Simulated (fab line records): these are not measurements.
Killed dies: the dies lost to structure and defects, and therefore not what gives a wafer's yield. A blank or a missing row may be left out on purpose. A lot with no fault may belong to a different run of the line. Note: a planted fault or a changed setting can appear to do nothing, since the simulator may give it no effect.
fab line records    flow sky130
record: lots: 13  wafers: 38  lastDay: 49
route steps=708 shown DNWELL@44 VT_ADJUST_LVTN@104 SONOS_ONO@183 LDD_P@259
lots untouched by any fault: they come from a run of this same line in which no faults occurred
startH: hours from the record's opening day to when the first of the lot's shown wafers began    waitH: hours since the lot's step before    " identical to the entry in the row above    L1.1+2: a single row standing in for several wafers    - either no value or no given start    * or withheld: withheld    < > ~ a bound
route shown NAME@n: names a module that has steps shown in the file, with the first one's number in the route    usual: the fault-free wafers' mean and standard deviation    same: alike in all rows    chamber/n: place in a boat    sites: readings site by site    _std_site: standard deviation of those values    _edge_site: mean of outer sites minus mean of inner sites    radiusMm: how far each site lies from the wafer's centre    mask NAME#n: copy n    behind: tool/chamber where the wafer was last shaped    hold: the reason the lot was held/the length of the hold in hours/how it ended    device: the transistor (n, p or np) that didn't switch    end of line: tests run on the same wafers once the route is complete    where a step has no rows: the recipe by itself    killed: not the wafer's yield, but the dies lost to structure and defects at the first sort    map: a wafer's dies, marking killed ones x, the rest . and places with no die _
set.NAME: the setting as run; set.NAME@STEP: as run at that earlier step    model.NAME: the simulator's own value behind a step, which no gauge read
the route's steps for a sample of lots (tables are steps, rows are wafers)
services: a tool's chamber out of use, with start hour (startH, from the record's first day; less than 0 if before it), hours out, and reason
== steps ==
step: SKY_DNWELL_TW_MEAS_09
usual: DNWELL_TW: 1116/14
lot.wafer  tool          chamber  startH  waitH  DNWELL_TW
L478.1     filmMetro-03  -        55.66   0.1    1128
L478.5     "             -        "       "      1127
L478.6     "             -        "       "      1130
L479.2     filmMetro-03  -        56.84   0.1    1122
L479.3     "             -        "       "      1123
L479.4     "             -        "       "      1118
L480.3     filmMetro-01  -        65.03   0.1    1099
L480.4     "             -        "       "      1099
L480.6     "             -        "       "      1101
L481.1     filmMetro-04  -        70.76   0.1    1108
L481.4     "             -        "       "      1106
L481.6     "             -        "       "      1103
L482.1     filmMetro-04  -        74.83   0.1    1115
L482.3     "             -        "       "      1107
L482.6     "             -        "       "      1111
L483.1     filmMetro-04  -        77.01   0.1    1116
L483.3     "             -        "       "      1115
L483.5     "             -        "       "      1119
L484.3     filmMetro-01  -        85.00   0.1    1108
L484.4     "             -        "       "      1105
L484.5     "             -        "       "      1105
L487.1     filmMetro-03  -        99.54   0.1    1135
L487.5     "             -        "       "      1135
L487.6     "             -        "       "      1141
L488.1     filmMetro-03  -        105.96  0.1    1141
L488.3     "             -        "       "      1135
L488.5     "             -        "       "      1140
L492.4     filmMetro-03  -        126.59  0.1    1124
L492.5     "             -        "       "      1132
L492.6     "             -        "       "      1130
L495.2     filmMetro-01  -        147.45  0.1    1099
L495.5     "             -        "       "      1098
L497.2     filmMetro-03  -        155.67  0.1    1125
L497.4     "             -        "       "      1127
L497.6     "             -        "       "      1122
L499.1     filmMetro-03  -        164.13  0.1    1138
L499.3     "             -        "       "      1131
L499.4     "             -        "       "      1132
step: SKY_VT_ADJUST_LVTN_OVL_MEAS_07
usual: VT_ADJUST_LVTN_OVL: 0.5/1.8
lot.wafer  tool        chamber  startH  waitH  VT_ADJUST_LVTN_OVL[nm]
L478.1     overlay-02  -        144.59  -      -0.7
L478.5     "           -        "       "      -0.1
L478.6     "           -        "       "      0.9
L479.2     overlay-01  -        146.79  -      0.1
L479.3     "           -        "       "      -0.8
L479.4     "           -        "       "      1.4
L480.3     overlay-02  -        156.14  -      1.3
L480.4     "           -        "       "      2.2
L480.6     "           -        "       "      0.9
L481.1     overlay-02  -        163.34  -      1.7
L481.4     "           -        "       "      0.2
L481.6     "           -        "       "      0.6
L482.1     overlay-02  -        168.66  -      -0.3
L482.3     "           -        "       "      -2.5
L482.6     "           -        "       "      -1.0
L483.1     overlay-01  -        170.81  -      -1.2
L483.3     "           -        "       "      -1.4
L483.5     "           -        "       "      1.3
L484.3     overlay-01  -        178.80  -      -0.3
L484.4     "           -        "       "      -1.3
L484.5     "           -        "       "      -1.2
L487.1     overlay-01  -        198.29  -      3.7
L487.5     "           -        "       "      2.2
L487.6     "           -        "       "      2.8
L488.1     overlay-02  -        206.68  -      0.9
L488.3     "           -        "       "      0.4
L488.5     "           -        "       "      -0.4
L492.4     overlay-02  -        229.31  -      0.4
L492.5     "           -        "       "      -0.8
L492.6     "           -        "       "      -0.2
L495.2     overlay-01  -        254.83  -      -0.4
L495.5     "           -        "       "      -1.8
L497.2     overlay-02  -        266.94  -      3.6
L497.4     "           -        "       "      3.7
L497.6     "           -        "       "      4.4
L499.1     overlay-02  -        274.33  -      -0.1
L499.3     "           -        "       "      0.1
L499.4     "           -        "       "      1.3
step: SKY_SONOS_ONO_ETCH_15
recipe: targetDepthNm: 19.52  chemistry: CHF3/O2  sourceW: 600  biasW: 200  pressureMtorr: 40  chf3FlowSccm: 50  O2_flow_sccm: 5  timeS: 7.8
usual: drypumpMotorCurrentA: 5.8/0.53  oesProductAu: 1.004/0.0089  throttleValvePct: 8.827/0.0096
lot.wafer  tool        chamber  startH  waitH  drypumpMotorCurrentA  oesProductAu  rfHoursCounterH  throttleValvePct
L478.1     rieDiel-02  2        281.55  0.0    5.1                   0.990         83               8.830
L478.5     "           1        "       "      5.2                   1.012         -                8.825
L478.6     "           2        "       "      5.1                   1.001         -                8.832
L479.2     rieDiel-04  3        282.95  0.0    4.7                   1.004         99               8.830
L479.3     "           0        "       "      5.7                   1.019         52               8.846
L479.4     "           2        "       "      6.3                   0.988         0                8.810
L480.3     rieDiel-02  3        297.49  0.0    5.7                   0.994         9                8.810
L480.4     "           2        "       "      5.2                   0.995         83               8.823
L480.6     "           3        "       "      5.7                   1.000         -                8.823
L481.1     rieDiel-01  0        316.43  0.0    6.3                   1.003         6                8.821
L481.4     "           1        "       "      5.5                   0.993         9                8.823
L481.6     "           0        "       "      6.4                   1.010         -                8.825
L482.1     rieDiel-02  3        316.54  0.0    5.7                   0.997         9                8.823
L482.3     "           1        "       "      5.2                   1.009         29               8.843
L482.6     "           2        "       "      5.2                   1.005         -                8.824
L483.1     rieDiel-04  3        316.84  0.0    4.7                   1.019         100              8.832
L483.3     "           0        "       "      5.6                   1.011         52               8.829
L483.5     "           1        "       "      6.4                   1.016         -                8.834
L484.3     rieDiel-01  2        324.03  0.0    5.9                   0.995         4                8.825
L484.4     "           1        "       "      5.5                   0.991         9                8.817
L484.5     "           0        "       "      6.4                   1.002         -                8.820
L487.1     rieDiel-04  3        347.60  0.0    4.7                   0.997         101              8.827
L487.5     "           1        "       "      6.3                   1.015         -                8.826
L487.6     "           2        "       "      6.3                   1.004         -                8.844
L488.1     rieDiel-02  0        359.79  0.0    6.3                   0.984         0                8.820
L488.3     "           1        "       "      5.2                   1.006         29               8.820
L488.5     "           2        "       "      5.1                   1.005         -                8.796
L492.4     rieDiel-02  0        390.74  0.0    6.3                   0.997         0                8.812
L492.5     "           0        "       "      6.3                   0.985         -                8.843
L492.6     "           1        "       "      5.2                   1.011         -                8.820
L495.2     rieDiel-04  0        422.99  0.0    5.7                   1.013         54               8.834
L495.5     "           3        "       "      4.7                   1.005         -                8.833
L497.2     rieDiel-01  2        440.19  0.0    5.9                   0.996         6                8.807
L497.4     "           3        "       "      5.8                   0.996         3                8.815
L497.6     "           2        "       "      5.9                   1.009         -                8.824
L499.1     rieDiel-04  2        443.84  0.0    6.3                   1.008         3                8.838
L499.3     "           3        "       "      4.7                   1.006         103              8.832
L499.4     "           1        "       "      6.3                   1.016         4                8.813
step: SKY_LDD_P_EXPOSE_04
recipe: maskId: PSDM  na: 0.6  sourceShape: conventional  sigmaOuter: 0.6  polarization: unpolarized  targetCdNm: 380  doseMj: 138
same: na: 0.6
lot.wafer   tool             chamber  startH  waitH  mask
L478.1+5+6  ilineStepper-02  0        417.33  -      PSDM#0
L479.2+3+4  ilineStepper-02  0        425.22  -      PSDM#0
L480.3+4+6  ilineStepper-02  0        442.87  -      PSDM#0
L483.1+3+5  ilineStepper-01  0        458.40  -      PSDM#0
L482.1+3+6  ilineStepper-02  0        458.64  -      PSDM#0
L481.1+4+6  ilineStepper-02  0        459.84  -      PSDM#0
L484.3+4+5  ilineStepper-01  0        467.22  -      PSDM#0
L487.1+5+6  ilineStepper-02  0        495.23  -      PSDM#0
L488.1+3+5  ilineStepper-02  0        507.69  -      PSDM#0
L492.4+5+6  ilineStepper-01  0        540.40  -      PSDM#0
L495.2+5    ilineStepper-02  0        574.55  -      PSDM#0
L497.2+4+6  ilineStepper-02  0        587.51  -      PSDM#0
L499.1+3+4  ilineStepper-01  0        590.98  -      PSDM#0
step: SKY_LDD_P_CD_MEAS_07
recipe: targetCdNm: 380
usual: cdNm: 380.0/2.5
lot.wafer  tool      chamber  startH  waitH  cdNm
L478.1     cdSem-02  -        432.93  0.1    379.5
L478.5     "         -        "       "      383.0
L478.6     "         -        "       "      382.0
L479.2     cdSem-02  -        441.30  0.1    381.9
L479.3     "         -        "       "      378.8
L479.4     "         -        "       "      379.5
L480.3     cdSem-01  -        457.74  0.1    380.9
L480.4     "         -        "       "      377.8
L480.6     "         -        "       "      381.6
L483.1     cdSem-01  -        473.69  0.1    378.5
L483.3     "         -        "       "      380.6
L483.5     "         -        "       "      379.1
L482.1     cdSem-02  -        473.99  0.1    379.9
L482.3     "         -        "       "      378.9
L482.6     "         -        "       "      380.8
L481.1     cdSem-01  -        475.19  0.1    378.2
L481.4     "         -        "       "      380.0
L481.6     "         -        "       "      381.7
L484.3     cdSem-01  -        482.08  0.1    378.1
L484.4     "         -        "       "      376.5
L484.5     "         -        "       "      376.9
L487.1     cdSem-02  -        509.78  0.1    377.4
L487.5     "         -        "       "      377.6
L487.6     "         -        "       "      377.6
L488.1     cdSem-02  -        522.74  0.1    382.3
L488.3     "         -        "       "      382.2
L488.5     "         -        "       "      382.6
L492.4     cdSem-01  -        555.30  0.1    376.8
L492.5     "         -        "       "      378.6
L492.6     "         -        "       "      379.8
L495.2     cdSem-01  -        589.47  0.1    357.5
L495.5     "         -        "       "      383.5
L497.2     cdSem-02  -        601.61  0.1    356.8
L497.4     "         -        "       "      379.5
L497.6     "         -        "       "      359.3
L499.1     cdSem-01  -        604.90  0.1    380.2
L499.3     "         -        "       "      380.7
L499.4     "         -        "       "      382.4
== services ==
tool             chamber  startH  hours  kind
ilineStepper-01  -        261.53  13.3   repair
rieDiel-01       3        295.25  3.3    repair
rieDiel-04       0        327.36  10.9   repair
ilineStepper-02  -        340.92  4.4    pm
rieDiel-02       1        348.55  4.3    repair
rieDiel-01       -        354.12  0.3    repair
ilineStepper-01  -        384.67  10.9   repair
ilineStepper-01  -        389.00  7.7    repair
ilineStepper-01  -        396.73  1.7    pm
rieDiel-04       2        397.33  1.2    repair
rieDiel-01       2        413.90  6.6    repair
ilineStepper-02  -        419.47  1.7    pm
rieDiel-02       1        436.55  8.2    repair
rieDiel-01       2        446.86  7.6    repair
rieDiel-02       3        471.80  6.2    repair
rieDiel-01       3        474.66  8.4    repair
ilineStepper-01  -        500.76  2.2    repair
rieDiel-04       0        514.00  6.8    repair
rieDiel-04       -        520.19  38.0   repair
rieDiel-04       1        524.08  6.3    repair
rieDiel-01       2        524.52  13.3   repair
rieDiel-04       2        537.87  7.9    repair
rieDiel-02       -        544.42  2.8    pm
rieDiel-02       -        563.73  0.2    repair
== key ==
firstSign: step: SKY_LDD_P_CD_MEAS_07  reading: cdNm  direction: down  sigmas: 9  usual: 380.0  struck: 357.8
effect none on later readings
metAt SKY_LDD_P_EXPOSE_04
struckLots L495,L497
struckWafers L495.2,L497.2,L497.6
testerLeftOut L495,L497
notActingAt SKY_DNWELL_TW_MEAS_09,SKY_VT_ADJUST_LVTN_OVL_MEAS_07,SKY_SONOS_ONO_ETCH_15
onsetBetween 507.69 574.55
fault: kind: processParameterDrift  tool: ilineStepper-02  chamber: -  onsetH: 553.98  steps: SKY_LDD_P_EXPOSE_04  channel: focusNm  offset: 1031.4  shape: step  endH: 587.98  scope: struckWafersOnly
testerLeftOut: of these lots the tester's yield and bins aren't shown, on N5 and GAA mostly nor the transistor test; their killed dies are dies lost to structure and defects alone, not to doping, threshold or leakage, so they don't give the yield
